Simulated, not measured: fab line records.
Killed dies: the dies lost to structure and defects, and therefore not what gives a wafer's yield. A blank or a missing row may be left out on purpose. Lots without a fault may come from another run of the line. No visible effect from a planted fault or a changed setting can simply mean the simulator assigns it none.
Which tool did it? | flow sky130 | 18 wafers sampled from 6 lots at 1 step of a route of 708

WHAT THE GAUGES READ, wafer by wafer
SKY_FIELD_ISO_BOW_MEAS_00.
lot  | measured    | on           | INCOMING_BOW (um)
L704 | day 2 01:01 | filmMetro-03 | 11 2 -10
L706 | day 2 11:02 | filmMetro-02 | -6 -2 1
L710 | day 3 07:01 | filmMetro-03 | -2 9 9
L713 | day 3 22:01 | filmMetro-01 | -1 7 -2
L716 | day 4 13:00 | filmMetro-02 | 8 -10 -6
L724 | day 6 05:00 | filmMetro-03 | -5 9 1

WHICH TOOL RAN EACH LOT (tool, then ch and the chambers of the sampled wafers, then the start)
The record shows no process step preceding these readings.

THE ANSWER, worked out from the rows above alone
Rule: the usual values come from the lots themselves. Put in order of their means at a reading, lots are off if they are a third of the lots or fewer, leave a main group of 4 or more, and stand apart from it by a gap of 3 or more times the standard deviation of the main group's means; of several such gaps the widest counts. Not used: any main group whose means are identical at the precision the tables above print for the reading. Also off: a lot with no number at a reading for which 4 or more lots have one. The other lots that the step has rows for count as sound.
No lot is off on any of the readings shown, so nothing can be concluded from this.

WHAT THE SIMULATOR PUT IN
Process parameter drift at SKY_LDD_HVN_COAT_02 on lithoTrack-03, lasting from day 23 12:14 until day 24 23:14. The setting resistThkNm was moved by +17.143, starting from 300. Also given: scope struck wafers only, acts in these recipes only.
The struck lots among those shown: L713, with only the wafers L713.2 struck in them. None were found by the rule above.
